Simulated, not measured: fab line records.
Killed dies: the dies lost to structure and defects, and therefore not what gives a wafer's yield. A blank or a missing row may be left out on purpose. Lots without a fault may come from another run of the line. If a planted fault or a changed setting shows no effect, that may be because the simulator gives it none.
fab line records	flow sky130
[record] lots = 6	wafers = 18	lastDay = 50
route steps=708 shown VIA1@466 PAD_OPEN@708
lots that met no fault: from a run of the same line without faults
startH: hours from the record's opening day to when the first of the lot's shown wafers began	waitH: time in hours since the lot's previous step	" identical to the entry in the row above	L1.1+2: one row covering several wafers at once	- either no value or no given start	* or withheld: withheld	< > ~ a bound
route shown NAME@n: NAME is a module with steps in the file, n the number in the route of the first one	usual: average and standard deviation across the fault-free wafers	same: alike in all rows	chamber/n: place in a boat	sites: the reading at each site	_std_site: the standard deviation of these	_edge_site: inner sites' mean taken away from outer sites' mean	radiusMm: how far each site lies from the wafer's centre	mask NAME#n: copy n	behind: the last tool/chamber to shape the wafer	hold: reason for holding the lot/hours on hold/outcome of the hold	device: which transistor (n, p or np) failed to switch	end of line: tests of these same wafers at the route's end	for a step that has no rows: nothing shown but its recipe	killed: the dies lost at the first sort to structure and to defects; this is not the yield of the wafer	map: shows each die of a wafer: x if killed, . if not, _ if none is there
set.NAME: setting as actually run; set.NAME@STEP: the setting as run at that earlier step	model.NAME: the simulator's own value behind a step, which no gauge read
lots at selected steps of the route; one table per step, one row per wafer
services: a tool's chamber out of use, with start hour (startH, from the record's first day; less than 0 if before it), hours out, and reason
[[steps]]
[step SKY_VIA1_SOFTBAKE_08]
[recipe] tempC = 100	timeS = 90	resist = KrF-thick
[step SKY_VIA1_EXPOSE_09]
[recipe] maskId = VIM	na = 0.8	sourceShape = annular	sigmaInner = 0.55	sigmaOuter = 0.85	targetCdNm = 150	doseMj = 38
[step SKY_VIA1_PEB_10]
[recipe] pebTempC = withheld	pebTimeS = withheld	resist = KrF-thick
[step SKY_VIA1_DEVELOP_11]
[recipe] developTimeS = 60	resist = KrF-thick	devTempC = 21
[step SKY_VIA1_CD_MEAS_12]
[recipe] targetCdNm = 150
[usual] cdNm = 149.7/1.6
lot.wafer	tool	chamber	startH	waitH	cdNm
L989.2	cdSem-02	-	865.36	-	151.8
L989.5	"	-	"	"	152.4
L989.6	"	-	"	"	152.3
L988.2	cdSem-01	-	867.01	-	149.2
L988.3	"	-	"	"	148.7
L988.6	"	-	"	"	146.2
L993.1	cdSem-01	-	901.65	-	150.5
L993.2	"	-	"	"	150.4
L993.4	"	-	"	"	149.8
L997.2	cdSem-01	-	927.03	-	148.3
L997.3	"	-	"	"	147.7
L997.6	"	-	"	"	147.7
L999.3	cdSem-01	-	936.94	-	151.7
L999.5	"	-	"	"	151.4
L999.6	"	-	"	"	152.1
L102.1	cdSem-01	-	951.79	-	149.2
L102.3	"	-	"	"	148.8
L102.4	"	-	"	"	149.5
[step SKY_VIA1_OVL_MEAS_13]
[usual] VIA1_OVL = -2/5.2
lot.wafer	tool	chamber	startH	waitH	VIA1_OVL[nm]
L989.2	overlay-02	-	865.47	0.1	-6
L989.5	"	-	"	"	-3
L989.6	"	-	"	"	-7
L988.2	overlay-01	-	867.12	0.1	-11
L988.3	"	-	"	"	-1
L988.6	"	-	"	"	-7
L993.1	overlay-02	-	901.77	0.1	-4
L993.2	"	-	"	"	-4
L993.4	"	-	"	"	2
L997.2	overlay-02	-	927.13	0.1	-2
L997.3	"	-	"	"	3
L997.6	"	-	"	"	-1
L999.3	overlay-02	-	937.03	0.1	-6
L999.5	"	-	"	"	-1
L999.6	"	-	"	"	-8
L102.1	overlay-02	-	951.91	0.1	1
L102.3	"	-	"	"	-1
L102.4	"	-	"	"	2
[step SKY_VIA1_ETCH_14]
[recipe] chemistry = N2/H2	target = BARC	ionEnergyEv = 200	sourceW = 500	biasW = 100	pressureMtorr = 30	n2FlowSccm = 100	h2FlowSccm = 200	stopOn = SiO2	timeS = 45.9	targetDepthA = 600
[usual] drypumpMotorCurrentA = 5.9/0.39	h2FlowSccm = 200.1/0.59	oesProductAu = 0.855/0.0051	throttleValvePct = 13.226/0.0079
lot.wafer	tool	chamber	startH	waitH	drypumpMotorCurrentA	h2FlowSccm	oesProductAu	rfHoursCounterH	throttleValvePct
L989.2	rieDiel-02	3	865.50	0.0	6.0	199.7	0.856	13	13.221
L989.5	"	3	"	"	6.0	199.9	0.859	-	13.228
L989.6	"	2	"	"	6.2	198.8	0.860	-	13.225
L988.2	rieDiel-02	1	867.15	0.0	5.6	199.8	0.851	7	13.221
L988.3	"	3	"	"	6.0	200.3	0.859	13	13.227
L988.6	"	1	"	"	5.6	200.2	0.854	-	13.232
L993.1	rieDiel-03	1	901.81	0.0	5.9	200.6	0.853	9	13.226
L993.2	"	3	"	"	6.4	199.8	0.854	8	13.236
L993.4	"	0	"	"	6.4	200.5	0.847	12	13.235
L997.2	rieDiel-03	2	927.16	0.0	5.0	201.3	0.853	24	13.232
L997.3	"	1	"	"	5.9	200.2	0.859	10	13.227
L997.6	"	0	"	"	6.4	200.3	0.859	-	13.223
L999.3	rieDiel-01	1	937.06	0.0	5.9	200.4	0.870	11	13.245
L999.5	"	2	"	"	6.0	200.3	0.856	-	13.209
L999.6	"	1	"	"	5.9	200.6	0.849	-	13.228
L102.1	rieDiel-02	3	951.95	0.0	6.0	200.6	0.851	16	13.225
L102.3	"	1	"	"	5.6	200.8	0.862	9	13.224
L102.4	"	2	"	"	6.3	198.6	0.862	10	13.226
[step SKY_VIA1_ETCH_15]
[recipe] target = SiO2	chemistry = C4F8/O2/Ar	targetDepthNm = 351	stopOn = TiN	maskMaterial = KrF-thick	sourceW = 1500	biasW = 1200	pressureMtorr = 40	c4f8FlowSccm = withheld	O2_flow_sccm = 6	Ar_flow_sccm = 300	timeS = 54
[usual] oesProductAu = 0.982/0.0054
lot.wafer	tool	chamber	startH	waitH	oesProductAu	rfHoursCounterH
L989.2	rieDiel-02	3	865.54	0.0	0.982	13
L989.5	"	3	"	"	0.978	-
L989.6	"	2	"	"	0.986	-
L988.2	rieDiel-02	1	867.19	0.0	0.986	7
L988.3	"	3	"	"	0.978	13
L988.6	"	1	"	"	0.987	-
L993.1	rieDiel-03	1	901.85	0.0	0.981	9
L993.2	"	3	"	"	0.981	8
L993.4	"	0	"	"	0.988	12
L997.2	rieDiel-03	2	927.21	0.0	0.976	24
L997.3	"	1	"	"	0.967	10
L997.6	"	0	"	"	0.984	-
L999.3	rieDiel-01	1	937.10	0.0	0.987	11
L999.5	"	2	"	"	0.982	-
L999.6	"	1	"	"	0.982	-
L102.1	rieDiel-02	3	951.99	0.0	0.985	16
L102.3	"	1	"	"	0.987	9
L102.4	"	2	"	"	0.986	10
[step SKY_VIA1_STRIP_16]
[recipe] chemistry = O2/N2	powerW = 1400	pressureMtorr = 1500	platenTempC = withheld	o2FlowSccm = 3000	n2FlowSccm = 300	overashFraction = 0.5
[usual] drypumpMotorCurrentA = 5.9/0.51	oesProductAu = 0.416/0.0048	stripTimeToEndpointS = 4.461/0.019
lot.wafer	tool	chamber	startH	waitH	drypumpMotorCurrentA	oesProductAu	rfHoursCounterH	stripTimeToEndpointS
L989.2	plasmaAsher-02	0	865.62	0.1	5.4	0.416	63	4.498
L989.5	"	0	"	"	5.4	0.413	-	4.481
L989.6	"	1	"	"	5.7	0.414	-	4.467
L988.2	plasmaAsher-04	0	867.23	0.0	6.4	0.420	13	4.485
L988.3	"	0	"	"	6.4	0.421	-	4.476
L988.6	"	1	"	"	6.5	0.418	-	4.469
L993.1	plasmaAsher-03	1	901.90	0.0	5.3	0.418	110	4.469
L993.2	"	0	"	"	6.4	0.426	110	4.457
L993.4	"	1	"	"	5.3	0.410	-	4.467
L997.2	plasmaAsher-03	1	927.25	0.0	5.3	0.420	113	4.462
L997.3	"	0	"	"	6.4	0.417	-	4.464
L997.6	"	0	"	"	6.4	0.412	-	4.473
L999.3	plasmaAsher-03	1	937.18	0.1	5.3	0.415	-	4.471
L999.5	"	0	"	"	6.4	0.424	-	4.449
L999.6	"	1	"	"	5.3	0.420	-	4.466
L102.1	plasmaAsher-03	0	952.03	0.0	6.5	0.417	116	4.467
L102.3	"	0	"	"	6.4	0.406	-	4.463
L102.4	"	1	"	"	5.3	0.419	-	4.449
[step SKY_VIA1_STRIP_17]
[recipe] chemistry = postEtchResidueRemover	timeS = 1200	tempC = 72.5
[step SKY_VIA1_CLEAN_18]
[recipe] chemistry = IPA	timeS = 180	tempC = 25
[step SKY_VIA1_CLEAN_19]
[recipe] chemistry = O3/DIW	dry = n2Spin
[step SKY_VIA1_SPUTTER_20]
[recipe] material = TiN	targetThkNm = 20	chamberPressurePa = 5	powerW = 4000	timeS = 80
[usual] chamberPressurePa = 5.000/0.0094	throttleValvePct = 30.0/1.1
lot.wafer	tool	chamber	startH	waitH	chamberPressurePa	throttleValvePct	model.TiN_of_VIA1_SPUTTER_20.thkNm
L989.2	pvdSputter-03	-	866.23	0.0	3.949	33.4	24.27
L989.5	"	-	"	"	3.931	35.8	24.11
L989.6	"	-	"	"	3.954	33.2	24.38
L988.2	pvdSputter-03	-	867.87	0.0	3.951	33.7	24.48
L988.3	"	-	"	"	3.927	34.8	24.79
L988.6	"	-	"	"	3.949	33.1	24.62
L993.1	pvdSputter-02	-	902.52	0.0	5.006	29.6	19.91
L993.2	"	-	"	"	4.991	29.2	19.9
L993.4	"	-	"	"	5.013	27.6	19.75
L997.2	pvdSputter-01	-	927.85	0.0	5.011	30.7	20.03
L997.3	"	-	"	"	5.003	31.9	20.05
L997.6	"	-	"	"	5.006	28.9	20.05
L999.3	pvdSputter-02	-	937.78	0.0	4.996	29.5	20.08
L999.5	"	-	"	"	5.011	28.0	19.96
L999.6	"	-	"	"	4.991	29.2	20.13
L102.1	pvdSputter-03	-	952.63	0.0	4.984	31.5	19.98
L102.3	"	-	"	"	4.978	29.1	20.23
L102.4	"	-	"	"	4.999	30.5	20.12
[step SKY_VIA1_CVD_21]
[recipe] material = W	targetThkNm = 270	timeS = 80.902	tempC = 400	pressureTorr = 38.61
[usual] heaterPowerW = 842/96
lot.wafer	tool	chamber	startH	waitH	heaterPowerW
L989.2	cvdW-02	0	866.29	0.0	1001
L989.5	"	1	"	"	735
L989.6	"	0	"	"	972
L988.2	cvdW-02	1	867.93	0.0	734
L988.3	"	1	"	"	741
L988.6	"	1	"	"	747
L993.1	cvdW-02	1	902.58	0.0	744
L993.2	"	0	"	"	958
L993.4	"	1	"	"	747
L997.2	cvdW-02	1	927.91	0.0	726
L997.3	"	0	"	"	978
L997.6	"	0	"	"	985
L999.3	cvdW-02	1	937.87	0.1	736
L999.5	"	0	"	"	978
L999.6	"	1	"	"	759
L102.1	cvdW-02	0	952.69	0.0	1006
L102.3	"	1	"	"	739
L102.4	"	0	"	"	982
[step SKY_PAD_OPEN_PROBE_99]
[usual] defectLimitedYield = 82.6/1.9	killed_at_M0_to_M3 = 43/6.5	killed_at_M4_up = 3.2/1.8	killedAtContacts = 24/5	killedAtFrontEnd = 15/4.1	killedAtOther = 0.3/0.54	killedDies = 85/9.3	killedOpen = 47/7.2	killedShort = 39/5.9	sort_bin_3_pad_short = 0.9/0.4	sort_bin_5_function = 10.3/1.5	sort_bin_6_memory = 6.2/1.2	sortNPass = 407/9.3	sortYieldPct = 82.6/1.9
[same] grossDies = 492	killedAtBackSide = 0	sort_bin_4_leakage[%] = 0	sort_bin_8_speed[%] = 0
lot.wafer	tool	chamber	startH	waitH	defectLimitedYield[%]	killed_at_M0_to_M3	killed_at_M4_up	killedAtContacts	killedAtFrontEnd	killedAtOther	killedDies	killedOpen	killedShort	sort_bin_3_pad_short[%]	sort_bin_5_function[%]	sort_bin_6_memory[%]	sortNPass	sortYieldPct[%]
L989.2	prober-02	-	1132.31	0.1	85.6	44	2	13	12	0	71	33	38	0	8.9	5.5	421	85.6
L989.5	prober-02	-	1132.46	0.2	83.3	50	2	20	10	0	82	48	34	0.8	12.0	3.9	410	83.3
L989.6	prober-02	-	1132.51	0.2	84.6	46	5	11	14	0	76	37	39	1.4	8.5	5.5	416	84.6
L988.2	prober-01	-	1134.25	0.1	80.9	46	3	23	22	0	94	56	37	0.2	11.2	7.7	398	80.9
L988.3	prober-01	-	1134.30	0.2	80.3	51	1	29	16	0	97	53	42	1.4	10.4	7.9	395	80.3
L988.6	prober-01	-	1134.45	0.2	83.3	45	2	25	10	0	82	50	32	0.6	10.2	5.9	410	83.3
L993.1	prober-01	-	1159.11	0.1	81.1	53	2	23	15	0	93	52	41	1.0	12.2	5.7	399	81.1
L993.2	prober-01	-	1159.16	0.1	80.7	48	4	29	14	0	95	55	40	1.0	11.2	7.1	397	80.7
L993.4	prober-01	-	1159.26	0.2	80.9	34	5	38	17	0	94	60	34	1.0	12.4	5.7	398	80.9
L997.2	prober-02	-	1177.42	0.1	84.8	30	4	26	14	1	75	39	35	0.8	7.3	7.1	417	84.8
L997.3	prober-02	-	1177.47	0.2	84.6	38	2	20	16	0	76	39	37	0.8	9.8	4.9	416	84.6
L997.6	prober-02	-	1177.62	0.2	82.9	36	4	28	16	0	84	43	40	1.0	9.6	6.5	408	82.9
L999.3	prober-02	-	1184.33	0.2	82.3	55	2	16	13	1	87	58	29	0.2	10.6	6.9	405	82.3
L999.5	prober-02	-	1184.43	0.2	81.5	53	2	21	14	1	91	51	40	0.4	12.0	6.1	401	81.5
L999.6	prober-02	-	1184.48	0.2	82.7	44	0	21	20	0	85	48	37	0.8	10.8	5.7	407	82.7
L102.1	prober-02	-	1191.67	0.1	83.9	34	6	23	16	0	79	39	40	0.6	10.0	5.5	413	83.9
L102.3	prober-02	-	1191.77	0.2	83.1	41	3	18	21	0	83	47	36	0.6	9.1	7.1	409	83.1
L102.4	prober-02	-	1191.82	0.2	83.3	48	2	24	8	0	82	44	37	1.4	9.6	5.7	410	83.3
// killed by level:class
L989.2 VIA1:geometricParticle:open=8 METAL2:geometricParticle:short=7 VIA3:geometricParticle:open=6 VIA2:geometricParticle:open=5 VIA2:geometricParticle:short=4 LI_CONTACT:geometricParticle:open=4 CONTACT:geometricParticle:open=4 VIA3:geometricParticle:short=4
L989.5 VIA1:geometricParticle:open=12 CONTACT:geometricParticle:open=10 METAL2:geometricParticle:short=9 VIA3:geometricParticle:open=7 VIA2:geometricParticle:open=6 LI_CONTACT:geometricParticle:open=5 FIELD_ISO:geometricParticle:short=4 METAL1:geometricParticle:short=4
L989.6 VIA3:geometricParticle:open=10 VIA2:geometricParticle:open=9 FIELD_ISO:geometricParticle:short=7 VIA1:geometricParticle:short=5 METAL2:geometricParticle:short=5 VIA2:geometricParticle:short=5 LOCAL_INTERCONNECT:geometricParticle:short=4 VIA1:geometricParticle:open=4
L988.2 CONTACT:geometricParticle:open=10 VIA1:geometricParticle:open=10 VIA2:geometricParticle:open=8 FIELD_ISO:geometricParticle:open=7 VIA3:geometricParticle:open=7 POLY_GATE:geometricParticle:open=5 LOCAL_INTERCONNECT:geometricParticle:short=5 VIA2:geometricParticle:short=5
L988.3 LI_CONTACT:geometricParticle:open=11 VIA1:geometricParticle:open=10 CONTACT:geometricParticle:open=10 METAL2:geometricParticle:short=9 METAL1:geometricParticle:short=7 VIA3:geometricParticle:open=7 LOCAL_INTERCONNECT:geometricParticle:short=5 FIELD_ISO:geometricParticle:short=4
L988.6 CONTACT:geometricParticle:open=11 VIA1:geometricParticle:open=11 METAL1:geometricParticle:short=7 LI_CONTACT:geometricParticle:open=6 VIA2:geometricParticle:open=6 FIELD_ISO:geometricParticle:open=5 CONTACT:geometricParticle:short=5 VIA3:geometricParticle:open=5
L993.1 VIA1:geometricParticle:open=21 CONTACT:geometricParticle:open=8 LI_CONTACT:geometricParticle:open=8 FIELD_ISO:geometricParticle:short=6 VIA1:geometricParticle:short=6 VIA2:geometricParticle:short=6 VIA2:geometricParticle:open=5 FIELD_ISO:geometricParticle:open=4
L993.2 VIA2:geometricParticle:open=15 LI_CONTACT:geometricParticle:open=10 CONTACT:geometricParticle:open=9 VIA1:geometricParticle:open=7 METAL2:geometricParticle:short=7 FIELD_ISO:geometricParticle:short=5 VIA3:geometricParticle:open=5 LOCAL_INTERCONNECT:geometricParticle:short=4
L993.4 CONTACT:geometricParticle:open=18 VIA1:geometricParticle:open=9 LI_CONTACT:geometricParticle:open=8 VIA2:geometricParticle:open=8 FIELD_ISO:geometricParticle:open=6 LOCAL_INTERCONNECT:geometricParticle:short=6 POLY_GATE:geometricParticle:open=5 METAL4:geometricParticle:short=4
L997.2 LI_CONTACT:geometricParticle:open=7 CONTACT:geometricParticle:short=7 CONTACT:geometricParticle:open=6 VIA3:geometricParticle:open=6 LOCAL_INTERCONNECT:geometricParticle:short=5 VIA2:geometricParticle:open=5 FIELD_ISO:geometricParticle:short=4 POLY_GATE:geometricParticle:open=4
L997.3 VIA3:geometricParticle:open=9 VIA1:geometricParticle:open=6 FIELD_ISO:geometricParticle:short=5 LI_CONTACT:geometricParticle:open=5 CONTACT:geometricParticle:open=5 CONTACT:geometricParticle:short=5 VIA3:geometricParticle:short=5 POLY_GATE:geometricParticle:open=4
L997.6 CONTACT:geometricParticle:open=13 POLY_GATE:geometricParticle:short=7 VIA1:geometricParticle:open=7 LI_CONTACT:geometricParticle:open=6 METAL1:geometricParticle:short=6 METAL2:geometricParticle:short=6 LOCAL_INTERCONNECT:geometricParticle:short=5 VIA2:geometricParticle:open=5
L999.3 VIA3:geometricParticle:open=13 VIA1:geometricParticle:open=13 CONTACT:geometricParticle:open=6 CONTACT:geometricParticle:short=5 VIA2:geometricParticle:open=5 FIELD_ISO:geometricParticle:open=4 SPACER:geometricParticle:open=4 LI_CONTACT:geometricParticle:open=4
L999.5 VIA1:geometricParticle:open=15 CONTACT:geometricParticle:open=8 VIA3:geometricParticle:open=8 LI_CONTACT:geometricParticle:open=6 VIA1:geometricParticle:short=6 METAL2:geometricParticle:short=5 FIELD_ISO:geometricParticle:short=4 POLY_GATE:geometricParticle:short=4
L999.6 VIA1:geometricParticle:open=10 CONTACT:geometricParticle:open=8 LI_CONTACT:geometricParticle:open=7 VIA3:geometricParticle:open=6 FIELD_ISO:geometricParticle:short=5 POLY_GATE:geometricParticle:open=5 VIA1:geometricParticle:short=5 VIA2:geometricParticle:open=5
L102.1 LI_CONTACT:geometricParticle:open=9 VIA1:geometricParticle:open=8 CONTACT:geometricParticle:open=6 CONTACT:geometricParticle:short=6 VIA1:geometricParticle:short=6 VIA2:geometricParticle:open=5 METAL4:geometricParticle:short=5 FIELD_ISO:geometricParticle:short=4
L102.3 VIA3:geometricParticle:open=9 POLY_GATE:geometricParticle:short=8 CONTACT:geometricParticle:open=8 VIA1:geometricParticle:open=7 LI_CONTACT:geometricParticle:open=5 VIA2:geometricParticle:open=5 VIA1:geometricParticle:short=4 POLY_GATE:geometricParticle:open=3
L102.4 CONTACT:geometricParticle:open=9 VIA1:geometricParticle:open=9 METAL1:geometricParticle:short=7 VIA1:geometricParticle:short=6 CONTACT:geometricParticle:short=6 VIA2:geometricParticle:open=6 VIA3:geometricParticle:open=5 POLY_GATE:geometricParticle:open=4
[[services]]
tool	chamber	startH	hours	kind
rieDiel-03	3	862.10	5.1	repair
cvdW-02	1	870.12	12.9	repair
plasmaAsher-04	-	870.97	3.5	repair
cvdW-02	-	884.43	1.1	repair
pvdSputter-03	1	913.41	-	consumableReplace:kit
pvdSputter-03	1	913.41	18.0	scheduledDown
pvdSputter-03	1	913.41	18.0	ventCycle
plasmaAsher-04	-	920.69	20.8	repair
rieDiel-01	3	924.05	4.1	repair
pvdSputter-02	-	929.54	5.4	repair
pvdSputter-01	-	930.89	0.5	repair
cvdW-02	-	934.49	2.8	pm
rieDiel-01	3	951.06	4.3	repair
[[key]]
[firstSign] step = SKY_VIA1_SPUTTER_20	reading = chamberPressurePa	direction = down	sigmas = 99+	usual = 5.000	struck = 3.943
[effect] step = SKY_VIA1_SPUTTER_20	reading = throttleValvePct	direction = up	sigmas = 3.8	usual = 30.0	struck = 34.0
[modelEffect] step = SKY_VIA1_SPUTTER_20	value = TiN_of_VIA1_SPUTTER_20.thkNm	without = 19.83	struck = 24.44
metAt SKY_VIA1_SPUTTER_20
struckWafers L988.2,L988.3,L988.6,L989.2,L989.5,L989.6
[fault] kind = processParameterDrift	tool = pvdSputter-03	chamber = -	onsetH = 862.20	steps = SKY_VIA1_SPUTTER_20	channel = chamberPressurePa	offset = -1.0555	shape = step	endH = 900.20	actsIn = theseRecipesOnly	stated = 5
